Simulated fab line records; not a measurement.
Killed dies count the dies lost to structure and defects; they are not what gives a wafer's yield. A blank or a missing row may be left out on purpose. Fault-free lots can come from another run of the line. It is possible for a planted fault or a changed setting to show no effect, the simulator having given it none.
Chamber matching :: flow sky130 :: cmp-02 running SKY_CONTACT_CMP_27: 4 sister chambers
The step polishes, stops on SiO2, t overpolish 15 s, target thk 0 nm. 14 wafers are shown with their chamber, then 7 later ones without.

== WAFERS PAIRED WITH THEIR CHAMBERS ==
wafer: L949.1
chamber: 0
motor-current-A (A): 9.8
overpolish-run-s (s): 15.010
time-to-endpoint-s (s): 88.8

wafer: L949.2
chamber: 3
motor-current-A (A): 12.1
overpolish-run-s (s): 15.002
time-to-endpoint-s (s): 87.2

wafer: L949.3
chamber: 2
motor-current-A (A): 12.3
overpolish-run-s (s): 14.992
time-to-endpoint-s (s): 88.1

wafer: L952.1
chamber: 0
motor-current-A (A): 9.8
overpolish-run-s (s): 14.994
time-to-endpoint-s (s): 78.7

wafer: L952.4
chamber: 2
motor-current-A (A): 11.7
overpolish-run-s (s): 14.992
time-to-endpoint-s (s): 79.3

wafer: L952.6
chamber: 2
motor-current-A (A): 12.0
overpolish-run-s (s): 14.992
time-to-endpoint-s (s): 80.1

wafer: L956.2
chamber: 1
motor-current-A (A): 11.5
overpolish-run-s (s): 14.993
time-to-endpoint-s (s): 81.2

wafer: L956.5
chamber: 0
motor-current-A (A): 10.2
overpolish-run-s (s): 14.999
time-to-endpoint-s (s): 77.5

wafer: L956.6
chamber: 3
motor-current-A (A): 11.8
overpolish-run-s (s): 14.997
time-to-endpoint-s (s): 75.9

wafer: L959.2
chamber: 0
motor-current-A (A): 10.7
overpolish-run-s (s): 14.996
time-to-endpoint-s (s): 82.9

wafer: L959.4
chamber: 3
motor-current-A (A): 11.1
overpolish-run-s (s): 14.987
time-to-endpoint-s (s): 84.5

wafer: L959.6
chamber: 1
motor-current-A (A): 11.3
overpolish-run-s (s): 14.974
time-to-endpoint-s (s): 83.9

wafer: L968.2
chamber: 3
motor-current-A (A): 11.7
overpolish-run-s (s): 15.004
time-to-endpoint-s (s): 85.5

wafer: L968.3
chamber: 1
motor-current-A (A): 11.3
overpolish-run-s (s): 15.006
time-to-endpoint-s (s): 87.6

SIGNATURES (means of the wafers above)
reading: motor-current-A
chamber 0: 10.125
chamber 1: 11.367
chamber 2: 12.000
chamber 3: 11.675
scatter within a chamber: 0.358

reading: overpolish-run-s
chamber 0: 14.99975
chamber 1: 14.99100
chamber 2: 14.99200
chamber 3: 14.99750
scatter within a chamber: 0.00919

reading: time-to-endpoint-s
chamber 0: 81.975
chamber 1: 84.233
chamber 2: 82.500
chamber 3: 83.275
scatter within a chamber: 4.72
Rule: for each reading, subtract the chamber's mean from the wafer's reading, divide by that reading's scatter and square the result; add these up over the readings and take the root, which gives the wafer's distance from the chamber. The wafer belongs to the nearest chamber; if the next one is less than 2 further off, it can't be placed. The scatter: take each reading less its chamber's mean, square it, sum over the shown wafers, divide by the number of wafers less the number of chambers, and take the root.

== WAFERS WITHOUT THEIR CHAMBER ==
wafer: L968.4
motor-current-A (A): 9.9
overpolish-run-s (s): 15.004
time-to-endpoint-s (s): 85.7

wafer: L971.2
motor-current-A (A): 11.9
overpolish-run-s (s): 15.005
time-to-endpoint-s (s): 82.1

wafer: L971.5
motor-current-A (A): 11.2
overpolish-run-s (s): 15.017
time-to-endpoint-s (s): 83.1

wafer: L971.6
motor-current-A (A): 12.5
overpolish-run-s (s): 15.008
time-to-endpoint-s (s): 81.8

wafer: L972.3
motor-current-A (A): 10.2
overpolish-run-s (s): 14.984
time-to-endpoint-s (s): 82.3

wafer: L972.4
motor-current-A (A): 11.5
overpolish-run-s (s): 14.986
time-to-endpoint-s (s): 85.8

wafer: L972.5
motor-current-A (A): 11.3
overpolish-run-s (s): 14.997
time-to-endpoint-s (s): 81.4

== WHICH CHAMBER EACH WENT THROUGH ==
wafer: L968.4
from the rows above: 0
in truth: 0

wafer: L971.2
from the rows above: can't be placed: 3 or 2 or 1
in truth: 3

wafer: L971.5
from the rows above: can't be placed: 3 or 1 or 2 or 0
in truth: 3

wafer: L971.6
from the rows above: can't be placed: 2 or 3 or 1
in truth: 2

wafer: L972.3
from the rows above: can't be placed: 0 or 1
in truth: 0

wafer: L972.4
from the rows above: can't be placed: 1 or 3 or 2
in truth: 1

wafer: L972.5
from the rows above: can't be placed: 1 or 3 or 2
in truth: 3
Correct placement for 1 of the 7. Cannot be placed on the basis of these rows: 6; the candidates contain the true chamber in 6. Number placed wrongly: 0.
